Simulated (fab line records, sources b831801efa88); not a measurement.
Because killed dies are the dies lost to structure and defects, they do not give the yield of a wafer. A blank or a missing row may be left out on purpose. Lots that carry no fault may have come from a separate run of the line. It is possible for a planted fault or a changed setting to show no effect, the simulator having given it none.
8D (eight disciplines) problem report, filled in by code    flow sfq_line    the parts of the form that need people (team, actions taken, sign-off) are left out

== 1. WHAT WENT WRONG ==
Wafers without a fault read 0.897 a.u., standard deviation 0.0095; oes_product_au at SFQ_TRILAYER_C5_ETCH_VIA_ETCH_154 reads a mean of 0.978 a.u. on 2 wafers belonging to 2 lots. Measured from the usual mean, that is +8.5 standard deviations.
The step: etches SiO2 in CHF3, stops on Nb, target depth 84 nm.
Seen first at day 60 23:14 on rie_diel-03, wafer L148.4. At this step, 42 wafers from 14 lots have a number in the record. Rule for "out", or "out of limits": more than 4 standard deviations from the usual mean. The rest of the wafers with a number are treated as sound.

== 2. WHAT IT IS AND WHAT IT IS NOT ==
question                     is                        is not
which readings at this step  oes_product_au            drypump_motor_current_A
which lots                   L148, L149                L132, L133, L134, L136, L138, L141, L143, L150, L151, L152, L153, L154
which wafers of those lots   L148.4, L149.4            L148.1, L148.3, L149.1, L149.2
read on which tools          rie_diel-01, rie_diel-03  rie_diel-02
when                         from day 60 23:14         up to then (23 sound wafers); but 17 sound wafers of L149, L150, L151, L152, L153, L154 came after

== 3. WHAT RULES OUT EACH SUSPECT ==
Counting: if a tool at a process step up to the reading ran every lot that is out, it stays a suspect. Sound lots after the first of them don't rule it out here, since some wafers of a struck lot are sound.
- pecvd-02 at SFQ_TRILAYER_A5C_DEP_PECVD_142 (deposits SiO2 from SiH4/N2O, time 15.556 s, target thk 70 nm): kept. It ran every lot that is out, first L148 (day 56 15:48); its last sound lot up to then is L134 (day 51 09:23).
The count leaves pecvd-02 at SFQ_TRILAYER_A5C_DEP_PECVD_142.

== 4. THE CAUSE (what the simulator had put in) ==
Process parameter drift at SFQ_TRILAYER_A5C_DEP_PECVD_142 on pecvd-02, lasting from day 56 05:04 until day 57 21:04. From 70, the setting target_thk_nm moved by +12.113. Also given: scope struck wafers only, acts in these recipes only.
This tool alone remained once counting was done.

== 5. SEQUENCE OF EFFECTS, ordered by route ==
Each row: a reading whose mean over the struck wafers that have a number lies more than 3 standard deviations from the usual. Only readings whose record carries a usual standard deviation are examined. hours: median over the lots of the time between each lot's start at the first step of this table that gives one and its start at this step. sigmas: the change, counted in usual standard deviations.
hours  step                               reading         usual       on struck wafers  change  sigmas
0      SFQ_TRILAYER_C5_ETCH_VIA_ETCH_154  oes_product_au  0.897 a.u.  0.978             +0.081  +8.5
Process steps it contains:
- SFQ_TRILAYER_C5_ETCH_VIA_ETCH_154: etches SiO2 in CHF3, stops on Nb, target depth 84 nm.

== 6. WHAT WOULD HAVE CAUGHT IT SOONER ==
The fault began at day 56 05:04; the first out-of-limits reading in this record came at day 60 23:14, 114 hours later.
Of the tool readings at SFQ_TRILAYER_A5C_DEP_PECVD_142 for which the record gives a usual standard deviation, none was out on any struck wafer, so an alarm limit of 4 standard deviations on them would not have fired.
By day 60 23:14 the whole set of lots that are out, 2 in number, had already begun SFQ_TRILAYER_A5C_DEP_PECVD_142 on pecvd-02. A hold on the tool at that time would have spared none of them.
